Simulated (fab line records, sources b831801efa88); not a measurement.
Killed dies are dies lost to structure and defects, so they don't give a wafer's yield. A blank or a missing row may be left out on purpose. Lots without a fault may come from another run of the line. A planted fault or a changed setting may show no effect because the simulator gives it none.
fab line records | flow gf180mcu
record lots=5 wafers=15 last_day=34
route steps=602 shown MIM@525 M5@526 V5@540
lots that met no fault: from a run of the same line without faults
start_h: hours from the record's first day to the start of the lot's first wafer shown | wait_h: hours since the lot's step before | " the same as in the row above | L1.1+2: a row that stands for several wafers | - no value, or no start given | * or withheld: withheld | < > ~ a bound
route shown NAME@n: a module of which the file shows steps, and the number in the route of the first | usual: mean/standard deviation of fault-free wafers | same: alike in all rows | chamber/n: place in a boat | sites: the reading at each site | _std_site: their standard deviation | _edge_site: outer sites' mean less inner sites' | radius_mm: how far each site lies from the wafer's centre | mask NAME#n: copy n | behind: the tool/chamber that last shaped the wafer | hold: why the lot was held/for how many hours/how that ended | device: the transistor (n, p or np) that didn't switch | end of line: the same wafers' tests at the end of the route | a step without rows: its recipe alone | killed: dies lost to structure and defects at the first sort, not the wafer's yield | map: a wafer's dies, x killed, . not, _ none there
set.NAME: the setting as run; set.NAME@STEP: as run at that earlier step | model.NAME: the simulator's own value behind a step, which no gauge read
lots at some steps of the route; a table a step, a row a wafer
services: from which hour (start_h, from the record's first day; less than 0 if before it) a tool's chamber was out of use, for how many hours, and why
## steps
# step GF_MIM_CLEAN_22
# recipe chemistry=DIW dry=n2_spin
# columns lot.wafer tool chamber start_h wait_h
L074.1+3+5 wet_bench-01 0 586.58 0.0
L088.4+5+6 wet_bench-01 1 699.03 0.0
L091.3+5+6 wet_bench-01 2 717.60 0.0
L094.1+2+3 wet_bench-03 2 734.13 0.0
L096.2+4+5 wet_bench-01 3 748.80 0.0
# step GF_M5_DEHYDRATE_00
# recipe temp_c=200 time_s=60
# columns lot.wafer tool chamber start_h wait_h
L074.1+3+5 litho_track-02 0 597.01 10.3
L088.4+5+6 litho_track-03 0 707.72 8.5
L091.3+5+6 litho_track-03 0 726.05 8.4
L094.1+2+3 litho_track-03 0 741.19 7.0
L096.2+4+5 litho_track-03 0 756.92 7.9
# step GF_M5_HMDS_01
# recipe prime_time_s=60 prime_temp_c=120
# usual prime_temp_c=120.02/0.14
# columns lot.wafer tool chamber start_h wait_h prime_temp_c
L074.1 litho_track-02 0 597.16 0.1 119.94
L074.3 " 0 " " 119.97
L074.5 " 0 " " 119.92
L088.4 litho_track-03 0 707.87 0.1 120.21
L088.5 " 0 " " 120.12
L088.6 " 0 " " 120.21
L091.3 litho_track-03 0 726.20 0.1 120.00
L091.5 " 0 " " 119.75
L091.6 " 0 " " 120.01
L094.1 litho_track-03 0 741.34 0.1 120.06
L094.2 " 0 " " 120.02
L094.3 " 0 " " 119.84
L096.2 litho_track-03 0 757.07 0.1 119.94
L096.4 " 0 " " 120.04
L096.5 " 0 " " 120.18
# step GF_M5_COAT_02
# recipe resist=KrF spin_rpm=withheld resist_thk_nm=1000
# usual dispense_pressure_kPa=51/5.1
# columns lot.wafer tool chamber start_h wait_h dispense_pressure_kPa
L074.1 litho_track-02 0 597.31 0.1 46
L074.3 " 0 " " 46
L074.5 " 0 " " 46
L088.4 litho_track-03 0 708.02 0.1 58
L088.5 " 0 " " 58
L088.6 " 0 " " 58
L091.3 litho_track-03 0 726.35 0.1 58
L091.5 " 0 " " 58
L091.6 " 0 " " 58
L094.1 litho_track-03 0 741.49 0.1 58
L094.2 " 0 " " 58
L094.3 " 0 " " 58
L096.2 litho_track-03 0 757.22 0.1 58
L096.4 " 0 " " 58
L096.5 " 0 " " 58
# step GF_M5_SOFTBAKE_03
# recipe temp_c=130 time_s=60 resist=KrF
# columns lot.wafer tool chamber start_h wait_h
L074.1+3+5 litho_track-02 0 597.46 0.1
L088.4+5+6 litho_track-03 0 708.17 0.1
L091.3+5+6 litho_track-03 0 726.50 0.1
L094.1+2+3 litho_track-03 0 741.64 0.1
L096.2+4+5 litho_track-03 0 757.37 0.1
# step GF_M5_EXPOSE_04
# recipe mask_id=Metal5 target_cd_nm=280 na=0.68 source_shape=conventional sigma_outer=0.6 dose_mj=28
# same na=0.68
# columns lot.wafer tool chamber start_h wait_h mask
L074.1+3+5 krf_scanner-01 0 - - Metal5#0
L088.4+5+6 krf_scanner-01 0 - - Metal5#0
L091.3+5+6 krf_scanner-01 0 - - Metal5#0
L094.1+2+3 krf_scanner-01 0 - - Metal5#0
L096.2+4+5 krf_scanner-01 0 - - Metal5#0
# step GF_M5_PEB_05
# recipe peb_temp_c=135 peb_time_s=90 resist=KrF
# columns lot.wafer tool chamber start_h wait_h
L074.1+3+5 litho_track-04 0 - -
L088.4+5+6 litho_track-04 0 - -
L091.3+5+6 litho_track-04 0 - -
L094.1+2+3 litho_track-03 0 - -
L096.2+4+5 litho_track-03 0 - -
# step GF_M5_DEVELOP_06
# recipe develop_time_s=60 dev_temp_c=21
# columns lot.wafer tool chamber start_h wait_h
L074.1+3+5 litho_track-04 0 607.72 0.2
L088.4+5+6 litho_track-04 0 716.99 0.1
L091.3+5+6 litho_track-04 0 735.06 0.1
L094.1+2+3 litho_track-03 0 750.14 0.2
L096.2+4+5 litho_track-03 0 765.27 0.2
# step GF_M5_CD_MEAS_07
# recipe target_cd_nm=280
# usual cd_nm=279.9/1.2
# columns lot.wafer tool chamber start_h wait_h cd_nm
L074.1 cd_sem-02 - 607.87 0.1 277.6
L074.3 " - " " 278.7
L074.5 " - " " 279.3
L088.4 cd_sem-02 - 717.12 0.1 277.3
L088.5 " - " " 277.1
L088.6 " - " " 277.1
L091.3 cd_sem-02 - 735.20 0.1 280.8
L091.5 " - " " 279.7
L091.6 " - " " 280.9
L094.1 cd_sem-02 - 750.29 0.1 279.3
L094.2 " - " " 277.7
L094.3 " - " " 277.6
L096.2 cd_sem-01 - 765.41 0.1 279.5
L096.4 " - " " 280.0
L096.5 " - " " 279.0
# step GF_M5_OVL_MEAS_08
# usual M5_OVL=8/6.3
# columns lot.wafer tool chamber start_h wait_h M5_OVL[nm]
L074.1 overlay-02 - 607.99 0.1 14
L074.3 " - " " 12
L074.5 " - " " 10
L088.4 overlay-02 - 717.20 0.1 14
L088.5 " - " " 7
L088.6 " - " " 11
L091.3 overlay-01 - 735.30 0.1 15
L091.5 " - " " 14
L091.6 " - " " 9
L094.1 overlay-01 - 750.41 0.1 13
L094.2 " - " " 18
L094.3 " - " " 17
L096.2 overlay-02 - 765.52 0.1 12
L096.4 " - " " 4
L096.5 " - " " 4
# step GF_M5_ETCH_09
# recipe chemistry=CF4/O2 target=Si3N4 target_depth_nm=52 source_w=800 bias_w=150 pressure_mtorr=150 cf4_flow_sccm=80 O2_flow_sccm=10 time_s=11.6
# usual drypump_motor_current_A=5.7/0.41 oes_product_au=1.003/0.014 throttle_valve_pct=5.973/0.011
# columns lot.wafer tool chamber start_h wait_h drypump_motor_current_A oes_product_au rf_hours_counter_h throttle_valve_pct
L074.1 rie_diel-01 0 608.02 0.0 6.5 1.018 11 5.977
L074.3 " 1 " " 5.3 0.985 7 5.966
L074.5 " 2 " " 5.6 1.009 - 5.967
L088.4 rie_diel-03 3 717.22 0.0 5.7 0.986 10 5.971
L088.5 " 2 " " 5.5 1.003 - 5.991
L088.6 " 1 " " 6.5 0.998 - 5.972
L091.3 rie_diel-04 3 735.32 0.0 5.6 1.032 45 5.970
L091.5 " 0 " " 5.5 1.003 - 5.973
L091.6 " 1 " " 5.3 0.980 - 5.957
L094.1 rie_diel-03 0 750.45 0.0 5.8 0.988 5 5.948
L094.2 " 2 " " 5.5 1.006 17 5.972
L094.3 " 1 " " 6.5 0.993 9 5.977
L096.2 rie_diel-01 0 765.55 0.0 6.5 1.018 17 5.984
L096.4 " 2 " " 5.6 1.025 3 5.965
L096.5 " 3 " " 5.5 1.006 - 5.975
# step GF_M5_METAL_ETCH_10
# recipe chemistry=Cl2/BCl3 mask_material=KrF target_depth_nm=627.5 stop_on=SiO2 pressure_mtorr=8 icp_w=800 bias_w=140 Cl2_flow_sccm=80 bcl3_flow_sccm=40 time_s=104.6
# usual drypump_motor_current_A=5.5/0.44 oes_product_au=0.972/0.0068 throttle_valve_pct=28.250/0.011
# columns lot.wafer tool chamber start_h wait_h drypump_motor_current_A oes_product_au rf_hours_counter_h throttle_valve_pct
L074.1 rie_metal-04 0 608.04 0.0 5.1 0.974 2 28.241
L074.3 " 0 " " 5.1 0.968 - 28.264
L074.5 " 0 " " 5.1 0.977 - 28.244
L088.4 rie_metal-04 0 717.28 0.0 5.1 0.977 - 28.238
L088.5 " 1 " " 5.6 0.981 - 28.250
L088.6 " 0 " " 5.1 0.985 - 28.244
L091.3 rie_metal-04 1 735.39 0.1 5.6 0.977 - 28.250
L091.5 " 0 " " 5.1 0.968 - 28.248
L091.6 " 1 " " 5.6 0.969 - 28.240
L094.1 rie_metal-03 1 750.47 0.0 4.8 0.960 10 28.246
L094.2 " 0 " " 5.8 0.954 9 28.259
L094.3 " 0 " " 5.8 0.975 - 28.254
L096.2 rie_metal-03 0 765.57 0.0 5.7 0.974 9 28.242
L096.4 " 0 " " 5.7 0.968 - 28.223
L096.5 " 1 " " 4.8 0.974 - 28.243
# step GF_M5_STRIP_11
# recipe chemistry=O2/N2 power_w=1400 pressure_mtorr=1500 platen_temp_c=250 o2_flow_sccm=3000 n2_flow_sccm=300 overash_fraction=0.5
# usual drypump_motor_current_A=5.7/0.35 heater_power_w=314/34 oes_product_au=0.543/0.0051 strip_time_to_endpoint_s=7.52/0.052
# columns lot.wafer tool chamber start_h wait_h drypump_motor_current_A heater_power_w oes_product_au rf_hours_counter_h strip_time_to_endpoint_s
L074.1 plasma_asher-03 1 608.16 0.1 5.9 260 0.543 98 7.46
L074.3 " 1 " " 5.8 262 0.546 - 7.50
L074.5 " 0 " " 6.0 320 0.544 - 7.48
L088.4 plasma_asher-03 0 717.39 0.1 6.0 315 0.542 - 7.50
L088.5 " 0 " " 6.0 327 0.541 - 7.48
L088.6 " 1 " " 5.9 263 0.549 - 7.49
L091.3 plasma_asher-01 1 735.53 0.1 5.3 323 0.544 - 7.57
L091.5 " 1 " " 5.3 320 0.541 - 7.53
L091.6 " 0 " " 5.2 327 0.541 - 7.55
L094.1 plasma_asher-01 0 750.59 0.1 5.2 323 0.532 61 7.46
L094.2 " 1 " " 5.2 317 0.543 61 7.49
L094.3 " 1 " " 5.3 322 0.545 - 7.48
L096.2 plasma_asher-02 0 765.69 0.1 6.2 370 0.545 97 7.53
L096.4 " 1 " " 5.9 337 0.542 - 7.51
L096.5 " 1 " " 5.9 334 0.544 - 7.47
# step GF_M5_STRIP_12
# recipe chemistry=post_etch_residue_remover time_s=1200 temp_c=72.5
# columns lot.wafer tool chamber start_h wait_h
L074.1+3+5 wet_bench-02 1 608.26 0.1
L088.4+5+6 wet_bench-04 0 717.46 0.0
L091.3+5+6 wet_bench-03 3 735.59 0.0
L094.1+2+3 wet_bench-02 3 750.69 0.1
L096.2+4+5 wet_bench-02 2 765.79 0.1
# step GF_M5_CLEAN_13
# recipe chemistry=DIW dry=n2_spin
# columns lot.wafer tool chamber start_h wait_h
L074.1+3+5 wet_bench-03 0 608.66 0.0
L088.4+5+6 wet_bench-02 2 717.83 0.0
L091.3+5+6 wet_bench-04 1 735.94 0.0
L094.1+2+3 wet_bench-03 3 751.03 0.0
L096.2+4+5 wet_bench-04 3 766.13 0.0
# step GF_V5_CVD_00
# recipe material=SiO2 target_thk_nm=300 sigma_open_frac=0.3 temp_c=400 time_s=50 sih4_flow_sccm=60 pressure_mtorr=6
# usual susceptor_temp_C=400.02/0.22
# columns lot.wafer tool chamber start_h wait_h susceptor_temp_C
L074.1 hdpcvd-02 0 608.75 0.0 400.42
L074.3 " 1 " " 399.67
L074.5 " 0 " " 399.98
L088.4 hdpcvd-01 1 717.94 0.0 399.69
L088.5 " 0 " " 399.72
L088.6 " 2 " " 399.90
L091.3 hdpcvd-01 1 736.03 0.0 400.08
L091.5 " 2 " " 400.17
L091.6 " 0 " " 400.08
L094.1 hdpcvd-01 1 751.12 0.0 399.84
L094.2 " 0 " " 399.79
L094.3 " 2 " " 400.01
L096.2 hdpcvd-01 2 766.22 0.0 399.78
L096.4 " 2 " " 400.22
L096.5 " 1 " " 399.96
# step GF_V5_THK_MEAS_01
# recipe reads=SiO2_of_V5_CVD_00
# usual V5_CVD_00_THK=299/5.4
# columns lot.wafer tool chamber start_h wait_h V5_CVD_00_THK[nm]
L074.1 film_metro-01 - 608.82 0.0 296
L074.3 " - " " 300
L074.5 " - " " 297
L088.4 film_metro-01 - 717.99 0.0 290
L088.5 " - " " 308
L088.6 " - " " 297
L091.3 film_metro-02 - 736.09 0.0 301
L091.5 " - " " 300
L091.6 " - " " 307
L094.1 film_metro-03 - 751.16 0.0 299
L094.2 " - " " 313
L094.3 " - " " 298
L096.2 film_metro-01 - 766.27 0.0 304
L096.4 " - " " 302
L096.5 " - " " 296
# step GF_V5_CVD_02
# recipe material=SiO2 target_thk_nm=1450 precursor=TEOS temp_c=400 time_s=163.28 rf_w=600
# usual heater_power_w=643/79 susceptor_temp_C=400.01/0.23
# columns lot.wafer tool chamber start_h wait_h heater_power_w susceptor_temp_C
L074.1 pecvd-03 2 608.88 0.1 575 400.24
L074.3 " 2 " " 635 400.20
L074.5 " 2 " " 534 400.05
L088.4 pecvd-01 0 718.08 0.1 780 400.47
L088.5 " 1 " " 494 400.42
L088.6 " 2 " " 684 399.83
L091.3 pecvd-02 0 736.13 0.0 531 399.91
L091.5 " 2 " " 555 400.06
L091.6 " 0 " " 588 399.76
L094.1 pecvd-01 0 751.22 0.1 754 400.31
L094.2 " 2 " " 695 400.38
L094.3 " 1 " " 583 400.13
L096.2 pecvd-02 0 766.32 0.0 564 399.95
L096.4 " 0 " " 625 399.85
L096.5 " 2 " " 666 399.59
# step GF_V5_THK_MEAS_03
# recipe reads=SiO2_of_V5_CVD_02
# usual V5_CVD_02_THK=1451/20
# columns lot.wafer tool chamber start_h wait_h V5_CVD_02_THK[nm]
L074.1 film_metro-03 - 609.04 0.1 1417
L074.3 " - " " 1450
L074.5 " - " " 1457
L088.4 film_metro-02 - 718.16 0.0 1462
L088.5 " - " " 1471
L088.6 " - " " 1430
L091.3 film_metro-02 - 736.26 0.1 1447
L091.5 " - " " 1444
L091.6 " - " " 1459
L094.1 film_metro-02 - 751.33 0.1 1454
L094.2 " - " " 1431
L094.3 " - " " 1472
L096.2 film_metro-03 - 766.44 0.1 1445
L096.4 " - " " 1469
L096.5 " - " " 1488
# step GF_V5_CMP_04
# recipe material=SiO2 down_force_psi=4 platen_rpm=60 pad_velocity_m_s=0.94248
# usual motor_current_A=12.2/1.2 slurry_flow_ml_min=150.0/0.48
# columns lot.wafer tool chamber start_h wait_h motor_current_A slurry_flow_ml_min
L074.3 cmp-01 1 609.15 0.1 13.3 149.8
L074.1 " 3 " " 11.0 150.1
L074.5 " 1 " " 13.2 149.7
L088.4 cmp-02 1 718.19 0.0 13.5 149.4
L088.5 " 1 " " 13.5 149.8
L088.6 " 2 " " 11.0 150.4
L091.3 cmp-02 1 736.40 0.1 14.6 150.4
L091.6 " 3 " " 12.7 149.1
L091.5 " 0 " " 13.6 150.4
L094.3 cmp-02 0 751.39 0.0 13.8 150.0
L094.1 " 1 " " 13.1 150.0
L094.2 " 2 " " 11.5 150.8
L096.4 cmp-01 3 766.59 0.1 11.4 149.4
L096.2 " 0 " " 12.4 149.8
L096.5 " 2 " " 9.8 150.6
# step GF_V5_BOW_MEAS_05
# recipe mode=bow
# usual V5_BOW=134/10
# columns lot.wafer tool chamber start_h wait_h V5_BOW[um]
L074.1 film_metro-01 - 609.40 0.1 125
L074.3 " - " " 116
L074.5 " - " " 130
L088.4 film_metro-02 - 718.55 0.3 134
L088.5 " - " " 140
L088.6 " - " " 143
L091.3 film_metro-01 - 736.64 0.2 121
L091.5 " - " " 130
L091.6 " - " " 132
L094.1 film_metro-03 - 751.69 0.2 151
L094.2 " - " " 136
L094.3 " - " " 145
L096.2 film_metro-02 - 766.81 0.1 133
L096.4 " - " " 141
L096.5 " - " " 129
# step GF_V5_DEHYDRATE_06
# recipe temp_c=200 time_s=60
# columns lot.wafer tool chamber start_h wait_h
L074.1+3+5 litho_track-01 0 619.54 10.1
L088.4+5+6 litho_track-02 0 727.24 8.7
L091.3+5+6 litho_track-03 0 744.39 7.7
L094.1+2+3 litho_track-03 0 759.14 7.4
L096.2+4+5 litho_track-02 0 774.39 7.6
# step GF_V5_HMDS_07
# recipe prime_time_s=60 prime_temp_c=120
# usual prime_temp_c=120.01/0.15
# columns lot.wafer tool chamber start_h wait_h prime_temp_c
L074.1 litho_track-01 0 619.69 0.1 120.21
L074.3 " 0 " " 120.12
L074.5 " 0 " " 120.13
L088.4 litho_track-02 0 727.39 0.1 119.80
L088.5 " 0 " " 119.66
L088.6 " 0 " " 119.68
L091.3 litho_track-03 0 744.54 0.1 119.86
L091.5 " 0 " " 119.90
L091.6 " 0 " " 119.87
L094.1 litho_track-03 0 759.29 0.1 120.22
L094.2 " 0 " " 120.04
L094.3 " 0 " " 120.01
L096.2 litho_track-02 0 774.54 0.1 120.06
L096.4 " 0 " " 120.07
L096.5 " 0 " " 120.13
# step GF_V5_COAT_08
# recipe resist=BARC temp_c=withheld time_s=withheld spin_rpm=withheld resist_thk_nm=withheld
# usual dispense_pressure_kPa=53/5.4
# columns lot.wafer tool chamber start_h wait_h dispense_pressure_kPa
L074.1 litho_track-01 0 619.84 0.1 50
L074.3 " 0 " " 50
L074.5 " 0 " " 50
L088.4 litho_track-02 0 727.54 0.1 46
L088.5 " 0 " " 46
L088.6 " 0 " " 46
L091.3 litho_track-03 0 744.69 0.1 58
L091.5 " 0 " " 58
L091.6 " 0 " " 58
L094.1 litho_track-03 0 759.44 0.1 58
L094.2 " 0 " " 58
L094.3 " 0 " " 58
L096.2 litho_track-02 0 774.69 0.1 46
L096.4 " 0 " " 46
L096.5 " 0 " " 46
# step GF_V5_COAT_09
# recipe resist=KrF spin_rpm=withheld resist_thk_nm=1000
# usual dispense_pressure_kPa=53/5.4
# columns lot.wafer tool chamber start_h wait_h dispense_pressure_kPa
L074.1 litho_track-01 0 - - 50
L074.3 " 0 " " 50
L074.5 " 0 " " 50
L088.4 litho_track-02 0 - - 46
L088.5 " 0 " " 46
L088.6 " 0 " " 46
L091.3 litho_track-03 0 - - 58
L091.5 " 0 " " 58
L091.6 " 0 " " 58
L094.1 litho_track-03 0 - - 58
L094.2 " 0 " " 58
L094.3 " 0 " " 58
L096.2 litho_track-02 0 - - 46
L096.4 " 0 " " 46
L096.5 " 0 " " 46
# step GF_V5_SOFTBAKE_10
# recipe temp_c=130 time_s=60 resist=KrF
# columns lot.wafer tool chamber start_h wait_h
L074.1+3+5 litho_track-01 0 - -
L088.4+5+6 litho_track-02 0 - -
L091.3+5+6 litho_track-03 0 - -
L094.1+2+3 litho_track-03 0 - -
L096.2+4+5 litho_track-02 0 - -
# step GF_V5_EXPOSE_11
# recipe mask_id=Via5 target_cd_nm=260 na=0.68 source_shape=conventional sigma_outer=0.6 dose_mj=38
# same na=0.68
# columns lot.wafer tool chamber start_h wait_h mask
L074.1+3+5 krf_scanner-01 0 - - Via5#0
L088.4+5+6 krf_scanner-02 0 - - Via5#0
L091.3+5+6 krf_scanner-02 0 - - Via5#0
L094.1+2+3 krf_scanner-02 0 - - Via5#0
L096.2+4+5 krf_scanner-01 0 - - Via5#0
# step GF_V5_PEB_12
# recipe peb_temp_c=135 peb_time_s=90 resist=KrF
# columns lot.wafer tool chamber start_h wait_h
L074.1+3+5 litho_track-02 0 - -
L088.4+5+6 litho_track-02 0 - -
L091.3+5+6 litho_track-02 0 - -
L094.1+2+3 litho_track-01 0 - -
L096.2+4+5 litho_track-02 0 - -
# step GF_V5_DEVELOP_13
# recipe develop_time_s=60 resist=KrF dev_temp_c=21
# columns lot.wafer tool chamber start_h wait_h
L074.1+3+5 litho_track-02 0 629.96 0.2
L088.4+5+6 litho_track-02 0 736.14 0.1
L091.3+5+6 litho_track-02 0 753.36 0.1
L094.1+2+3 litho_track-01 0 768.14 0.2
L096.2+4+5 litho_track-02 0 782.54 0.2
# step GF_V5_CD_MEAS_14
# recipe target_cd_nm=260
# usual cd_nm=259.8/1.1
# columns lot.wafer tool chamber start_h wait_h cd_nm
L074.1 cd_sem-01 - 630.11 0.1 259.7
L074.3 " - " " 260.2
L074.5 " - " " 260.3
L088.4 cd_sem-02 - 736.27 0.1 261.1
L088.5 " - " " 260.0
L088.6 " - " " 259.1
L091.3 cd_sem-01 - 753.50 0.1 259.9
L091.5 " - " " 261.3
L091.6 " - " " 261.5
L094.1 cd_sem-01 - 768.29 0.1 260.3
L094.2 " - " " 260.8
L094.3 " - " " 260.7
L096.2 cd_sem-01 - 782.68 0.1 258.7
L096.4 " - " " 257.4
L096.5 " - " " 257.7
# step GF_V5_OVL_MEAS_15
# usual V5_OVL=0/6.2
# columns lot.wafer tool chamber start_h wait_h V5_OVL[nm]
L074.1 overlay-01 - 630.23 0.1 2
L074.3 " - " " 9
L074.5 " - " " 6
L088.4 overlay-01 - 736.35 0.1 -4
L088.5 " - " " -4
L088.6 " - " " -4
L091.3 overlay-02 - 753.59 0.1 -13
L091.5 " - " " -13
L091.6 " - " " -8
L094.1 overlay-01 - 768.41 0.1 -2
L094.2 " - " " 4
L094.3 " - " " -1
L096.2 overlay-02 - 782.79 0.1 -5
L096.4 " - " " -5
L096.5 " - " " -4
# step GF_V5_ETCH_16
# recipe chemistry=N2/H2 target_depth_a=withheld overetch_a=withheld time_s=withheld target=BARC ion_energy_ev=200 source_w=500 bias_w=100 pressure_mtorr=30 n2_flow_sccm=100 h2_flow_sccm=200
# usual drypump_motor_current_A=5.4/0.42 oes_product_au=0.854/0.0045 throttle_valve_pct=13.225/0.0095
# columns lot.wafer tool chamber start_h wait_h drypump_motor_current_A oes_product_au throttle_valve_pct
L074.1 rie_diel-04 3 630.27 0.0 5.6 0.854 13.241
L074.3 " 2 " " 5.8 0.862 13.229
L074.5 " 2 " " 5.8 0.855 13.229
L088.4 rie_diel-01 0 736.37 0.0 6.5 0.852 13.223
L088.5 " 2 " " 5.6 0.852 13.219
L088.6 " 3 " " 5.5 0.849 13.242
L091.3 rie_diel-02 2 753.62 0.0 5.1 0.853 13.219
L091.5 " 1 " " 5.0 0.850 13.224
L091.6 " 0 " " 5.6 0.851 13.234
L094.1 rie_diel-02 3 768.44 0.0 4.7 0.852 13.222
L094.2 " 0 " " 5.5 0.851 13.222
L094.3 " 2 " " 5.1 0.853 13.225
L096.2 rie_diel-01 1 782.82 0.0 5.3 0.852 13.223
L096.4 " 0 " " 6.5 0.850 13.213
L096.5 " 0 " " 6.5 0.854 13.222
# step GF_V5_ETCH_17
# recipe chemistry=C4F8/O2/Ar mask_material=KrF target=SiO2 stop_on=TiN source_w=1500 bias_w=1200 pressure_mtorr=40 c4f8_flow_sccm=withheld O2_flow_sccm=6 Ar_flow_sccm=300 time_s=withheld target_depth_a=8550
# usual oes_product_au=0.859/0.004
# columns lot.wafer tool chamber start_h wait_h oes_product_au
L074.1 rie_diel-04 3 - - 0.863
L074.3 " 2 " " 0.863
L074.5 " 2 " " 0.861
L088.4 rie_diel-01 0 - - 0.862
L088.5 " 2 " " 0.861
L088.6 " 3 " " 0.852
L091.3 rie_diel-02 2 - - 0.861
L091.5 " 1 " " 0.863
L091.6 " 0 " " 0.863
L094.1 rie_diel-02 3 - - 0.860
L094.2 " 0 " " 0.853
L094.3 " 2 " " 0.859
L096.2 rie_diel-01 1 - - 0.859
L096.4 " 0 " " 0.857
L096.5 " 0 " " 0.855
# step GF_V5_STRIP_18
# recipe chemistry=O2/N2 power_w=1400 pressure_mtorr=1500 platen_temp_c=250 o2_flow_sccm=3000 n2_flow_sccm=300 overash_fraction=0.5
# usual drypump_motor_current_A=6.0/0.33 heater_power_w=334/36 oes_product_au=0.567/0.0053
# columns lot.wafer tool chamber start_h wait_h drypump_motor_current_A heater_power_w oes_product_au rf_hours_counter_h
L074.1 plasma_asher-03 0 630.42 - 5.9 324 0.561 101
L074.3 " 0 " " 6.0 314 0.567 -
L074.5 " 1 " " 5.8 260 0.569 -
L088.4 plasma_asher-04 1 736.55 - 6.6 356 0.564 -
L088.5 " 1 " " 6.6 348 0.566 -
L088.6 " 0 " " 5.1 306 0.562 -
L091.3 plasma_asher-03 1 753.80 - 5.8 267 0.560 -
L091.5 " 0 " " 5.9 310 0.558 -
L091.6 " 1 " " 5.8 272 0.565 -
L094.1 plasma_asher-03 1 768.60 - 5.9 271 0.574 3
L094.2 " 0 " " 5.9 320 0.574 3
L094.3 " 1 " " 5.9 275 0.565 -
L096.2 plasma_asher-02 1 782.97 - 5.9 335 0.569 99
L096.4 " 1 " " 5.9 335 0.562 -
L096.5 " 1 " " 5.9 343 0.572 -
# step GF_V5_STRIP_19
# recipe chemistry=post_etch_residue_remover time_s=1200 temp_c=72.5
# columns lot.wafer tool chamber start_h wait_h
L074.1+3+5 wet_bench-02 3 630.52 0.1
L088.4+5+6 wet_bench-04 1 736.62 0.0
L091.3+5+6 wet_bench-01 2 753.87 0.0
L094.1+2+3 wet_bench-04 2 768.70 0.1
L096.2+4+5 wet_bench-04 2 783.07 0.1
# step GF_V5_CLEAN_20
# recipe chemistry=DIW dry=n2_spin
# columns lot.wafer tool chamber start_h wait_h
L074.1+3+5 wet_bench-01 3 630.89 0.0
L088.4+5+6 wet_bench-02 2 736.96 0.0
L091.3+5+6 wet_bench-02 2 754.55 0.0
L094.1+2+3 wet_bench-02 1 769.04 0.0
L096.2+4+5 wet_bench-02 2 783.48 0.0
# step GF_V5_SPUTTER_21
# recipe material=Ti target_thk_nm=15 chamber_pressure_pa=5 power_w=2500 substrate_temp_c=200 time_s=80.02
# usual cathode_dc_power_W=2500.0/0.46 chamber_pressure_pa=5.000/0.01 throttle_valve_pct=30.7/1.3
# columns lot.wafer tool chamber start_h wait_h cathode_dc_power_W chamber_pressure_pa throttle_valve_pct
L074.1 pvd_sputter-02 - 631.08 0.0 2499.9 5.004 33.1
L074.3 " - " " 2500.9 4.989 29.1
L074.5 " - " " 2500.2 4.986 31.2
L088.4 pvd_sputter-04 - 737.06 0.0 2499.2 4.981 30.7
L088.5 " - " " 2500.5 4.999 31.0
L088.6 " - " " 2500.4 5.010 30.3
L091.3 pvd_sputter-03 - 754.65 0.0 2499.2 5.000 30.0
L091.5 " - " " 2499.4 5.003 29.2
L091.6 " - " " 2500.3 4.997 30.0
L094.1 pvd_sputter-02 - 769.13 0.0 2500.9 4.995 28.8
L094.2 " - " " 2499.9 4.999 32.9
L094.3 " - " " 2500.3 4.988 30.9
L096.2 pvd_sputter-02 - 783.57 0.0 2499.6 5.015 33.4
L096.4 " - " " 2500.4 5.000 30.5
L096.5 " - " " 2499.8 5.017 31.2
# step GF_V5_SPUTTER_22
# recipe material=TiN target_thk_nm=10 chamber_pressure_pa=5 power_w=4000 time_s=40
# usual cathode_dc_power_W=4000.0/0.71 chamber_pressure_pa=5.001/0.0099 throttle_valve_pct=30.7/1.3
# columns lot.wafer tool chamber start_h wait_h cathode_dc_power_W chamber_pressure_pa throttle_valve_pct
L074.1 pvd_sputter-02 - 631.14 0.0 3999.9 4.999 33.0
L074.3 " - " " 4000.4 4.998 29.0
L074.5 " - " " 3999.5 5.003 31.1
L088.4 pvd_sputter-04 - 737.12 0.0 4000.2 5.017 30.7
L088.5 " - " " 4000.0 5.016 30.7
L088.6 " - " " 4000.3 5.000 30.2
L091.3 pvd_sputter-03 - 754.71 0.0 4000.4 4.983 30.4
L091.5 " - " " 4000.1 5.007 29.3
L091.6 " - " " 3999.7 4.996 30.5
L094.1 pvd_sputter-02 - 769.19 0.0 4000.6 4.993 29.0
L094.2 " - " " 3999.6 5.003 33.0
L094.3 " - " " 3999.5 5.016 31.1
L096.2 pvd_sputter-02 - 783.63 0.0 4000.1 4.984 33.3
L096.4 " - " " 4000.5 4.986 30.3
L096.5 " - " " 3998.1 4.988 31.1
# step GF_V5_CVD_23
# recipe material=W target_thk_nm=350 time_s=104.9 temp_c=400 pressure_torr=40
# usual chamber_pressure_Torr=40.00/0.088 heater_power_w=875/93 susceptor_temp_C=399.99/0.25
# columns lot.wafer tool chamber start_h wait_h chamber_pressure_Torr heater_power_w susceptor_temp_C
L074.1 cvd_w-01 1 631.18 0.0 39.98 727 400.01
L074.3 " 0 " " 40.09 956 399.90
L074.5 " 0 " " 40.19 936 399.84
L088.4 cvd_w-02 1 737.20 0.1 40.05 996 399.63
L088.5 " 0 " " 40.21 866 399.78
L088.6 " 1 " " 40.14 972 399.67
L091.3 cvd_w-02 0 754.78 0.1 39.99 879 399.76
L091.5 " 1 " " 40.06 981 399.32
L091.6 " 0 " " 39.94 890 399.78
L094.1 cvd_w-01 1 769.24 0.0 40.08 752 400.10
L094.2 " 0 " " 40.25 922 400.32
L094.3 " 1 " " 39.91 757 399.96
L096.2 cvd_w-01 0 783.67 0.0 40.10 923 400.17
L096.4 " 0 " " 40.04 922 400.07
L096.5 " 0 " " 39.92 929 400.36
## services
# columns tool chamber start_h hours kind
krf_scanner-01 - 563.27 1.0 pm
wet_bench-04 - 571.21 4.4 pm
hdpcvd-01 - 578.05 55.7 repair
pvd_sputter-02 - 586.35 5.3 repair
wet_bench-03 - 592.26 1.1 repair
plasma_asher-03 - 592.38 2.2 repair
rie_diel-02 2 594.37 5.1 repair
rie_diel-01 3 606.87 18.7 repair
rie_diel-01 1 643.75 5.5 repair
rie_diel-02 3 652.02 2.3 repair
krf_scanner-01 - 652.39 1.3 pm
wet_bench-04 - 653.23 3.1 repair
rie_diel-02 2 658.72 46.2 repair
pvd_sputter-02 - 672.76 5.2 repair
krf_scanner-01 - 691.80 4.4 pm
krf_scanner-01 - 701.02 0.8 pm
krf_scanner-01 - 732.27 1.0 pm
plasma_asher-03 - 733.75 9.0 pm
plasma_asher-03 - 742.13 1.0 repair
rie_diel-01 0 745.76 9.3 repair
rie_diel-02 - 745.96 0.9 repair
hdpcvd-01 - 759.29 5.5 pm
rie_diel-02 1 768.10 8.6 repair
rie_diel-02 3 771.00 12.1 repair
## key
fault none
